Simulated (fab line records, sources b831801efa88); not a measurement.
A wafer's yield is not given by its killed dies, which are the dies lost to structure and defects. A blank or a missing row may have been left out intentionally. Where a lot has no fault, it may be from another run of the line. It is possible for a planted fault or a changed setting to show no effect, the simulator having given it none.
8D (eight disciplines) problem report, filled in by code	flow gf180mcu	the parts of the form that need people (team, actions taken, sign-off) are left out

== 1. PROBLEM STATEMENT ==
Wafers without a fault read 1500.0 mTorr, standard deviation 1.4; chamber pressure mTorr at GF_LVPWELL_STRIP_10 reads a mean of 1800.1 mTorr on 2 wafers belonging to 2 lots. That is +99 or more standard deviations from the usual mean.
The step: strips in O2/N2.
Earliest sighting: wafer L575.4 on plasma asher-03 at day 6 09:28. At this step, 36 wafers from 12 lots have a number in the record. Rule for "out", or "out of limits": more than 4 standard deviations from the usual mean. The other wafers with a number count as sound.

== 2. WHAT IT IS, AND WHAT IT ISN'T ==
question	is	is not
which readings at this step	chamber pressure mTorr, strip time to endpoint s	drypump motor current A, heater power w
which lots	L575, L576	L564, L567, L572, L577, L578, L582, L583, L584, L585, L587
which wafers of those lots	L575.4, L576.3	L575.1, L575.3, L576.1, L576.5
read on which tools	plasma asher-03	plasma asher-01, plasma asher-04
when	from day 6 09:28	up to then (11 sound wafers); but 23 sound wafers of L576, L577, L578, L582, L583, L584, L585, L587 came after

== 3. SUSPECTS, AND WHAT RULES EACH OUT ==
Counting: a tool at a process step up to the reading stays a suspect if it ran every lot that is out. Sound lots after the first of them don't rule it out here, since some wafers of a struck lot are sound.
- plasma asher-03 at GF_LVPWELL_STRIP_10 (strips in O2/N2): kept. It ran every lot that is out, first L575 (day 6 09:28); its last sound lot up to then is L572 (day 5 16:05). On those wafers its own readings are out: chamber pressure mTorr, strip time to endpoint s.
- Within plasma asher-03 at GF_LVPWELL_STRIP_10, the wafers that are out were processed in chamber 0 and their sound lot-mates in chamber 1.
After counting, what remains is plasma asher-03 at GF_LVPWELL_STRIP_10.

== 4. THE CAUSE (what the simulator had put in) ==
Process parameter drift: plasma asher-03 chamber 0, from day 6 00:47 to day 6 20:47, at GF_LVPWELL_STRIP_10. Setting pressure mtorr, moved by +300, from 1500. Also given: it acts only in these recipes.
The count eliminated every tool but this one.

== 5. THE CHAIN OF EFFECTS, in route order ==
Each row: a reading whose mean over the struck wafers that have a number lies more than 3 standard deviations from the usual. Readings are gone through only where the record gives a usual standard deviation; hours: the median, over the lots, of the time from a lot's start at the first step in this table giving one to that lot's start at this step; sigmas: the change measured in usual standard deviations.
hours	step	reading	usual	on struck wafers	change	sigmas
0	GF_LVPWELL_STRIP_10	chamber pressure mTorr	1500.0 mTorr	1800.1	+300.1	+99 or more
0	GF_LVPWELL_STRIP_10	strip time to endpoint s	37.06 s	35.56	-1.50	-17
It contains these process steps:
- GF_LVPWELL_STRIP_10: strips in O2/N2.
Later measuring or inspecting steps at which every struck wafer that the step has a row for has a number for every such reading, and none has moved that far: GF_V1_THK_MEAS_03.

== 6. WHAT WOULD HAVE CAUGHT IT SOONER ==
The fault began at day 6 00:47; the first out-of-limits reading in this record came at day 6 09:28, 9 hours later.
